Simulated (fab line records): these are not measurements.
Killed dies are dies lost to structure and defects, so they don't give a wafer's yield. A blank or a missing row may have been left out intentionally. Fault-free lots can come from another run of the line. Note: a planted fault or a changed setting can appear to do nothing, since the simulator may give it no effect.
A struck lot beside a sound one | flow gf180mcu | 15 out of 602 route steps
Sound: the wafers L946.1, L946.2, L946.4. Wafers struck: L955.1, L955.2, L955.4. The cause is named last.
At each step with rows: each side's tool, then ch and its chambers, then its first start. Under that, the readings that differ: sound wafers | struck wafers | difference of the means | sigmas: that difference in standard deviations of wafers without a fault.
alike: readings with means less than 2 such deviations apart, plus words and numbers identical on both sides. not compared: withheld readings, readings lacking a value on some wafer, bounds such as >300 that could conceal the same value, and numbers that have no deviation in the record and whose values overlap.
The two part at a step that has a row with sigmas, a row that says differs or no value, or rows on one side only. Non-overlapping numbers with no deviation appear without sigmas and do not part them. A reading that every wafer of one side lacks parts them only if that side has two wafers or more.

first, 6 steps without rows for these wafers: GF_M3_HMDS_08 (prime time 60 s); GF_M3_COAT_09 (resist thk 1000 nm); GF_M3_SOFTBAKE_10 (time 57.93 s); GF_M3_EXPOSE_11 (exposes mask Metal3, target cd 280 nm); GF_M3_PEB_12 (peb time 90 s); GF_M3_DEVELOP_13 (develop time 60 s).
GF_M3_CD_MEAS_14: the cd target is 280 nm.
  sound on cd sem-02, day 23 16:28; struck on cd sem-02, day 26 06:27
  alike: cd nm
GF_M3_OVL_MEAS_15:
  sound on overlay-02, day 23 16:35; struck on overlay-02, day 26 06:34
  alike: M3_OVL
GF_M3_METAL_ETCH_16: etches the open film in Cl2/BCl3, stops on SiO2, target depth 627.5 nm, time 104.6 s.
  sound on rie metal-01 ch 0, day 23 16:37; struck on rie metal-02 ch 0,1, day 26 06:36
  alike: drypump motor current A, mfc cl2 sccm, oes product au, throttle valve pct
  not compared: rf hours counter h
GF_M3_STRIP_17: strips in O2/N2.
  sound on plasma asher-01 ch 0,1, day 23 16:51; struck on plasma asher-01 ch 0,1, day 26 06:43
  alike: drypump motor current A, heater power w, o2 flow sccm, oes product au, strip time to endpoint s
  not compared: rf hours counter h
then, 2 steps without rows for these wafers: GF_M3_STRIP_18 (strips in post etch residue remover, time 1200 s); GF_M3_CLEAN_19 (cleans in DIW).
GF_V3_CVD_00: deposits SiO2, target thk 600 nm, time 100 s.
  sound on hdpcvd-02 ch 0,1, day 23 17:25; struck on hdpcvd-01 ch 0,1, day 26 07:29
GF_V3_THK_MEAS_01:
  sound on film metro-03, day 23 17:29; struck on film metro-04, day 26 07:50
  reading            | sound       | struck         | difference | sigmas
  V3_CVD_00_THK (nm) | 605 598 605 | 1216 1204 1206 | +606       | +87
GF_PASSIVATION_PROBE_99:
  the record holds rows for the sound wafers here (prober-01, day 30 21:53) but none for the struck ones

== WHERE THEY PART ==
At GF_V3_THK_MEAS_01 first; at GF_PASSIVATION_PROBE_99 last (within this record only).

WHY: whatever the simulator had introduced
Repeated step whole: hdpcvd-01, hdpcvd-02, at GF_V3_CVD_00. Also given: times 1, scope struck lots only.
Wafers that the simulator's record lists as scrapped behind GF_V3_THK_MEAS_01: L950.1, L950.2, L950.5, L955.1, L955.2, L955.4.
